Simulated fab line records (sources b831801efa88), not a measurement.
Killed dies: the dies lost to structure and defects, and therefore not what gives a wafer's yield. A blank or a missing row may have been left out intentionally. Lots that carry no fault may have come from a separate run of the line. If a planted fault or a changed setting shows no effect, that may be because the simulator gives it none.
The tool behind it: which one? -- flow gf180mcu -- 41 wafers from 14 lots sampled at 5 of the route's 602 steps

== WHAT THE GAUGES READ, wafer by wafer ==
GF_POLY_GATE_THK_MEAS_17. Usual: for POLY_GATE_OXIDATION_THK the level is 3.99 nm and the standard deviation is 0.082.
lot,measured,on,POLY_GATE_OXIDATION_THK (nm),flag
L425,day 9 05:10,film-metro-01,4.10 4.10,
L426,day 9 12:02,film-metro-02,3.82 3.87 3.85,
L428,day 9 22:23,film-metro-02,4.22 4.05 4.03,
L429,day 10 08:40,film-metro-01,4.00 4.08 4.09,
L430,day 10 15:36,film-metro-01,3.98 3.92 3.97,
L436,day 12 16:16,film-metro-01,3.93 4.02 4.01,
L437,day 13 00:49,film-metro-04,4.06 4.05 4.01,
L441,day 14 02:08,film-metro-02,4.00 4.03 3.97,
L442,day 14 07:35,film-metro-02,4.02 4.04 4.00,
L444,day 15 01:39,film-metro-02,3.91 3.87 3.91,
L445,day 15 09:49,film-metro-02,3.96 3.89 3.79,
L446,day 15 22:05,film-metro-04,4.16 4.08 4.14,
L448,day 16 08:49,film-metro-02,3.94 3.96 3.96,
L447,day 16 08:50,film-metro-01,3.96 3.92 4.00,

GF_HV_LDD_OVL_MEAS_20. Usual: for HV_LDD_01_OVL the level is 0.2 nm and the standard deviation is 1.5.
lot,measured,on,HV_LDD_01_OVL (nm),flag
L425,day 10 17:34,overlay-01,-1.4 -1.6,
L426,day 10 22:34,overlay-02,-0.8 -0.4 0.9,
L428,day 11 11:43,overlay-01,-1.9 0.0 0.3,
L429,day 11 22:37,overlay-02,-1.7 -1.5 -1.6,
L430,day 12 05:22,overlay-02,0.4 0.6 0.1,
L436,day 14 09:07,overlay-02,1.3 -1.1 -0.1,
L437,day 14 19:22,overlay-01,-0.9 -1.0 -0.8,
L441,day 15 20:16,overlay-01,2.3 2.8 1.5,
L442,day 16 02:14,overlay-02,0.5 0.0 -1.7,
L444,day 16 20:31,overlay-02,-0.2 1.0 0.8,
L445,day 17 04:35,overlay-02,1.7 -0.2 -0.3,
L446,day 17 17:34,overlay-01,-0.4 0.9 -0.8,
L448,day 18 04:33,overlay-02,1.0 1.2 1.6,
L447,day 18 04:13,overlay-01,-1.1 0.8 0.1,

GF_HV_LDD_TW_MEAS_38. Usual: for HV_LDD_3_TW the level is 1431 and the standard deviation is 19.
lot,measured,on,HV_LDD_3_TW,flag
L425,day 11 12:54,film-metro-04,1440 1437,
L426,day 11 17:58,film-metro-01,1452 1456 1454,
L428,day 12 07:59,film-metro-04,1437 1436 1439,
L429,day 12 19:00,film-metro-01,1450 1455 1453,
L430,day 13 01:51,film-metro-01,1447 1443 1444,
L436,day 15 07:41,film-metro-03,1388 1394 1384,
L437,day 15 17:40,film-metro-01,1416 1421 1422,
L441,day 16 18:30,film-metro-01,1454 1464 1447,
L442,day 17 01:04,film-metro-01,1440 1438 1450,
L444,day 17 19:13,film-metro-03,1411 1415 1400,
L445,day 18 03:43,film-metro-04,1436 1428 1428,
L446,day 18 18:01,film-metro-04,1438 1429 1432,
L448,day 19 05:27,film-metro-03,1412 1414 1414,
L447,day 19 05:03,film-metro-01,1446 1452 1443,

GF_HV_LDD_RS_MEAS_53: measurement is done with a four-point probe. Usual: for HV_LDD_RS the level is 413.3 ohm/sq and the standard deviation is 0.97.
lot,measured,on,HV_LDD_RS (ohm/sq),flag
L425,day 12 08:34,film-metro-03,413.3 412.1,
L426,day 12 13:26,film-metro-04,412.9 412.3 413.3,
L428,day 13 03:59,film-metro-01,413.9 414.2 413.9,
L429,day 13 15:57,film-metro-01,415.9 414.4 415.3,
L430,day 13 22:41,film-metro-04,413.9 413.7 413.6,
L436,day 16 04:55,film-metro-04,417.3 418.5 417.2 417.4 418.1 416.4,OFF
L437,day 16 14:54,film-metro-03,415.8 416.6 416.9 415.8 417.1 416.6,OFF
L441,day 17 16:35,film-metro-01,413.5 414.1 413.7,
L442,day 17 22:56,film-metro-03,413.0 413.9 413.4,
L444,day 18 18:30,film-metro-03,412.9 412.2 412.7,
L445,day 19 03:48,film-metro-01,412.8 413.9 414.2,
L446,day 19 17:50,film-metro-03,412.0 412.4 412.0,
L448,day 20 06:04,film-metro-03,412.5 412.4 412.7,
L447,day 20 05:29,film-metro-03,413.4 412.6 411.7,

== WHICH TOOL RAN EACH LOT (tool, then ch and the chambers of the sampled wafers, then the start) ==
lot,GF_HV_LDD_IMPLANT_35
L425,"implanter-03 ch 0, day 11 12:31"
L426,"implanter-04 ch 0, day 11 17:35"
L428,"implanter-04 ch 0, day 12 07:35"
L429,"implanter-04 ch 0, day 12 18:37"
L430,"implanter-04 ch 0, day 13 01:28"
L436,"implanter-01 ch 0, day 15 07:17"
L437,"implanter-01 ch 0, day 15 17:17"
L441,"implanter-04 ch 0, day 16 18:07"
L442,"implanter-04 ch 0, day 17 00:43"
L444,"implanter-04 ch 0, day 17 18:50"
L445,"implanter-04 ch 0, day 18 03:21"
L446,"implanter-03 ch 0, day 18 17:38"
L448,"implanter-03 ch 0, day 19 05:03"
L447,"implanter-04 ch 0, day 19 04:40"
- GF_HV_LDD_IMPLANT_35

== WHAT THE TOOLS THEMSELVES READ (means of the sampled wafers that have a number; where no wafer has one, the mark that the record gives instead) ==
GF_HV_LDD_IMPLANT_35. Usual: dose-ions-cm2 7.499e+12, standard deviation 7e+09; faraday-current-uA 42.3, standard deviation 0.8.
lot,tool,dose-ions-cm2,faraday-current-uA,flag
L425,implanter-03,7.483e+12,42.0,
L426,implanter-04,7.501e+12,42.5,
L428,implanter-04,7.493e+12,41.9,
L429,implanter-04,7.504e+12,42.7,
L430,implanter-04,7.499e+12,42.4,
L436,implanter-01,5.905e+12,33.0,OFF
L437,implanter-01,5.899e+12,33.0,OFF
L441,implanter-04,7.494e+12,42.2,
L442,implanter-04,7.502e+12,42.6,
L444,implanter-04,7.505e+12,42.7,
L445,implanter-04,7.502e+12,42.0,
L446,implanter-03,7.489e+12,42.2,
L448,implanter-03,7.498e+12,43.0,
L447,implanter-04,7.495e+12,42.0,

== THE ANSWER, worked out from the rows above alone ==
Rule: lot off if the mean of its wafers having a number is beyond 3 standard deviations from the usual mean. Also off: a lot with no number at a reading for which 4 or more lots have one. All remaining lots with rows at the step are treated as sound. First the gauges in route order, then the tools' own readings, where a lot's mean is used as printed above. At the first step where some lot is off, the reading lying furthest off is the one used; lots without a number count as furthest.
Off: at GF_HV_LDD_RS_MEAS_53 (HV_LDD_RS), L436, L437.
A tool fits if, at a process step before that reading, it ran every lot that is off, and no sound lot after the first of them. Not tried: the gauges at GF_HV_LDD_RS_MEAS_53; whatever is off there is also off at GF_HV_LDD_IMPLANT_35, on other tools, and gauge error can't account for it. One candidate fits, namely implanter-01 at GF_HV_LDD_IMPLANT_35. It ran no sound lot before its first lot that is off in this sample, so the start can't be narrowed down.
The tool's own readings at GF_HV_LDD_IMPLANT_35 bear it out: on the lots that are off they differ by more than 5 times the standard deviation of the sound lots' means. dose-ions-cm2 reads 5.902e+12 there against 7.497e+12 on the sound lots; faraday-current-uA reads 33.0 there against 42.4 on the sound lots.

== WHAT HAD BEEN PUT IN BY THE SIMULATOR ==
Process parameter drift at GF_HV_LDD_IMPLANT_35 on implanter-01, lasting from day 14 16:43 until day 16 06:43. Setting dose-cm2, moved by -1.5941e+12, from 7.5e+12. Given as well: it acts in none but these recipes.
Struck lots among those shown: L436, L437. The same result came from the rule above.
